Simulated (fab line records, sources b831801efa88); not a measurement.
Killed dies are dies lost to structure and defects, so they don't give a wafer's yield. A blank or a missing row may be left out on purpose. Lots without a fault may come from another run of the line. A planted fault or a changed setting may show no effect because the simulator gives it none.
A struck lot beside a sound one | flow sky130 | 14 steps out of a route of 708
Sound: wafers L288.2, L288.3, L288.5. Struck: wafer L296.2. (L296.3, L296.4 of the same lot were not struck and are left out.) The cause comes at the end.
At each step with rows: each side's tool, then ch and its chambers, then its first start. Under that, the readings that differ: sound wafers | struck wafers | difference of the means | sigmas: that difference in standard deviations of wafers without a fault.
alike: readings whose means differ by less than 2 such deviations, and words and numbers that are the same on both sides. not compared: withheld readings, readings that some wafer has no value for, bounds like >300 that may hide the same value, and numbers for which the record gives no deviation and whose values overlap.
The two part at a step that has a row with sigmas, a row that says differs or no value, or rows on one side only. Numbers that don't overlap but have no deviation are shown without sigmas and don't part them. A reading that every wafer of one side lacks parts them only if that side has two wafers or more.

SKY_VIA2_CMP_02: polishes SiO2.
  sound on cmp-01 ch 0,2,3, day 39 05:48; struck on cmp-02 ch 3, day 41 09:03
  alike: motor_current_A, slurry_filter_dp_kPa
SKY_VIA2_BOW_MEAS_03:
  sound on film_metro-03, day 39 06:04; struck on film_metro-04, day 41 09:22
  alike: VIA2_BOW
then, 8 steps without rows for these wafers: SKY_VIA2_DEHYDRATE_04 (time 60 s); SKY_VIA2_HMDS_05 (prime time 60 s); SKY_VIA2_COAT_06 (resist thk 60 nm); SKY_VIA2_COAT_07 (resist thk 450 nm); SKY_VIA2_SOFTBAKE_08 (time 90 s); SKY_VIA2_EXPOSE_09 (exposes mask VIM2, target cd 200 nm); SKY_VIA2_PEB_10; SKY_VIA2_DEVELOP_11 (develop time 60 s).
SKY_VIA2_CD_MEAS_12: target cd 200 nm.
  sound on cd_sem-01, day 40 07:17; struck on cd_sem-01, day 42 09:53
  alike: cd_nm
SKY_VIA2_OVL_MEAS_13:
  sound on overlay-01, day 40 07:23; struck on overlay-01, day 42 09:59
  alike: VIA2_OVL
SKY_VIA2_ETCH_14: etches BARC in N2/H2, stops on SiO2, time 45.9 s, target depth 60 nm.
  sound on rie_diel-02 ch 0,1,2, day 40 07:25; struck on rie_diel-02 ch 0, day 42 10:01
  reading                                     | sound             | struck | difference | sigmas
  n2_flow_sccm (sccm)                         | 99.8 99.7 100.0   | 100.6  | +0.8       | +2
  oes_product_au (a.u.)                       | 0.856 0.856 0.851 | 0.942  | +0.088     | +19
  run_length_s (s)                            | 73.7 74.0 73.7    | 69.2   | -4.6       | -9
  model.KrF-thick_of_VIA2_COAT_07.thk_nm (nm) | 392.8 391.1 392.7 | 398.4  | +6.2       |
  alike: drypump_motor_current_A, throttle_valve_pct
  not compared: rf_fwd_power_W, rf_hours_counter_h
SKY_VIA2_ETCH_15: etches SiO2 in C4F8/O2/Ar, stops on TiN, target depth 546 nm, time 84 s.
  sound on rie_diel-02 ch 0,1,2, day 40 07:28; struck on rie_diel-02 ch 0, day 42 10:04
  reading            | sound          | struck | difference | sigmas
  rf_fwd_power_W (W) | 1489 1483 1494 | 1475   | -14        | -3
  alike: oes_product_au, run_length_s

WHERE THEY PART
First at SKY_VIA2_ETCH_14; last, within this record, at SKY_VIA2_ETCH_15.

WHY: what the simulator had put in
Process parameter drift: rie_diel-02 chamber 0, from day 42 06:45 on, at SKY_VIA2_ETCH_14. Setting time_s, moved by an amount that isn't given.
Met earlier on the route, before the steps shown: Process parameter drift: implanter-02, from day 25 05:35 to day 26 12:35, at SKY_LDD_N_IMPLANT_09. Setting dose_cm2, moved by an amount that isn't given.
